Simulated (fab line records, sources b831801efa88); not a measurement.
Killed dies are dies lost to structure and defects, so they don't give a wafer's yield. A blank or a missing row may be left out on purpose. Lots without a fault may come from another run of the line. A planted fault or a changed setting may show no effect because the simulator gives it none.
Which tool did it? | flow sky130 | 10 lots, 30 wafers sampled, at 4 steps of a route of 708

WHAT THE GAUGES READ, wafer by wafer
SKY_SONOS_ONO_CD_MEAS_13: target cd 410 nm. Usual: cd_nm 409.8 nm, standard deviation 2.1.
lot  | measured     | on        | cd_nm (nm)        | flag
L783 | day 12 17:59 | cd_sem-01 | 410.7 409.6 413.8 |
L786 | day 14 05:23 | cd_sem-01 | 409.4 409.9 409.5 |
L785 | day 14 08:26 | cd_sem-01 | 405.9 407.1 409.2 |
L790 | day 15 15:54 | cd_sem-02 | 409.5 410.7 412.1 |
L791 | day 16 03:32 | cd_sem-02 | 407.3 408.3 408.5 |
L792 | day 16 07:19 | cd_sem-01 | 409.7 405.5 407.1 |
L799 | day 19 00:51 | cd_sem-02 | 413.3 412.3 411.2 |
L800 | day 19 09:34 | cd_sem-02 | 407.5 406.6 409.0 |
L802 | day 19 21:35 | cd_sem-02 | 408.9 413.7 411.1 |
L805 | day 20 18:53 | cd_sem-01 | 413.8 411.1 409.8 |

SKY_POLY_GATE_THK_MEAS_04. Usual: POLY_GATE_CVD_03_THK 75.5 nm, standard deviation 0.71.
lot  | measured     | on            | POLY_GATE_CVD_03_THK (nm) | flag
L783 | day 15 08:56 | film_metro-01 | 75.8 75.8 76.1            |
L786 | day 16 23:04 | film_metro-02 | 75.2 75.6 75.6            |
L785 | day 17 01:30 | film_metro-01 | 74.2 74.5 74.4            |
L790 | day 18 10:55 | film_metro-02 | 49.2 48.7 48.7            | OFF
L791 | day 19 01:18 | film_metro-02 | 48.8 48.2 48.7            | OFF
L792 | day 19 06:16 | film_metro-02 | 48.7 47.9 48.5            | OFF
L799 | day 21 22:15 | film_metro-04 | 75.4 75.5 74.9            |
L800 | day 22 05:16 | film_metro-01 | 76.3 75.0 75.3            |
L802 | day 22 16:58 | film_metro-04 | 75.4 75.8 76.0            |
L805 | day 23 15:49 | film_metro-02 | 76.7 77.0 76.6            |

WHICH TOOL RAN EACH LOT (tool, then ch and the chambers of the sampled wafers, then the start)
lot  | SKY_SONOS_ONO_STRIP_17               | SKY_POLY_GATE_CVD_03
L783 | plasma_asher-04 ch 0,1, day 12 18:15 | lpcvd-02 ch 1, day 15 07:35
L786 | plasma_asher-03 ch 0,1, day 14 05:38 | lpcvd-02 ch 0, day 16 21:41
L785 | plasma_asher-01 ch 0,1, day 14 08:41 | lpcvd-02 ch 1, day 17 00:07
L790 | plasma_asher-03 ch 0,1, day 15 16:08 | lpcvd-02 ch 1, day 18 09:33
L791 | plasma_asher-04 ch 0,1, day 16 03:47 | lpcvd-02 ch 1, day 18 23:57
L792 | plasma_asher-04 ch 0,1, day 16 07:35 | lpcvd-02 ch 0, day 19 04:13
L799 | plasma_asher-03 ch 0,1, day 19 01:06 | lpcvd-02 ch 0, day 21 20:53
L800 | plasma_asher-03 ch 1, day 19 09:49   | lpcvd-02 ch 1, day 22 03:54
L802 | plasma_asher-01 ch 0,1, day 19 21:51 | lpcvd-02 ch 1, day 22 15:35
L805 | plasma_asher-04 ch 0,1, day 20 19:14 | lpcvd-02 ch 0, day 23 14:28
- SKY_SONOS_ONO_STRIP_17: strips in O2/N2.
- SKY_POLY_GATE_CVD_03: deposits Si3N4 from DCS/NH3, target thk 75 nm, time 1290 s.

WHAT THE TOOLS THEMSELVES READ (means of the sampled wafers that have a number; where no wafer has one, the mark that the record gives instead)
SKY_SONOS_ONO_STRIP_17. Usual: drypump_motor_current_A 5.6 A, standard deviation 0.49; oes_product_au 0.710 a.u., standard deviation 0.0051; strip_time_to_endpoint_s 14.09 s, standard deviation 0.04.
lot  | tool            | drypump_motor_current_A (A) | oes_product_au (a.u.) | strip_time_to_endpoint_s (s) | flag
L783 | plasma_asher-04 | 5.1                         | 0.706                 | 14.08                        |
L786 | plasma_asher-03 | 6.2                         | 0.710                 | 14.10                        |
L785 | plasma_asher-01 | 5.6                         | 0.707                 | 14.06                        |
L790 | plasma_asher-03 | 6.2                         | 0.709                 | 14.07                        |
L791 | plasma_asher-04 | 5.4                         | 0.710                 | 14.09                        |
L792 | plasma_asher-04 | 5.4                         | 0.710                 | 14.08                        |
L799 | plasma_asher-03 | 6.2                         | 0.712                 | 14.06                        |
L800 | plasma_asher-03 | 6.3                         | 0.707                 | 14.09                        |
L802 | plasma_asher-01 | 5.4                         | 0.706                 | 14.05                        |
L805 | plasma_asher-04 | 5.1                         | 0.715                 | 14.11                        |

SKY_POLY_GATE_CVD_03. Usual: susceptor_temp_C 770.0 C, standard deviation 0.35.
lot  | tool     | susceptor_temp_C (C) | flag
L783 | lpcvd-02 | 769.8                |
L786 | lpcvd-02 | 769.7                |
L785 | lpcvd-02 | 770.4                |
L790 | lpcvd-02 | 770.2                |
L791 | lpcvd-02 | 769.8                |
L792 | lpcvd-02 | 769.9                |
L799 | lpcvd-02 | 770.2                |
L800 | lpcvd-02 | 769.8                |
L802 | lpcvd-02 | 770.2                |
L805 | lpcvd-02 | 769.6                |

THE ANSWER, worked out from the rows above alone
Rule: a lot is off if the mean of its wafers that have a number lies more than 3 standard deviations from the usual mean. A lot without any number at a reading at which 4 lots or more have one is off too. The other lots that the step has rows for count as sound. The gauges are gone through in route order, then the tools' own readings, and for those a lot's mean is taken as printed above. The first step at which some lot is off is used, and at that step the reading that is off furthest; a lot without a number counts as furthest.
Off: L790, L791, L792, at SKY_POLY_GATE_THK_MEAS_04 (POLY_GATE_CVD_03_THK).
A tool fits if, at a process step before that reading, it ran every lot that is off, and no sound lot after the first of them. The gauges at SKY_POLY_GATE_THK_MEAS_04 are tried like those tools. None of those tried fits.

WHAT THE SIMULATOR HAD PUT IN
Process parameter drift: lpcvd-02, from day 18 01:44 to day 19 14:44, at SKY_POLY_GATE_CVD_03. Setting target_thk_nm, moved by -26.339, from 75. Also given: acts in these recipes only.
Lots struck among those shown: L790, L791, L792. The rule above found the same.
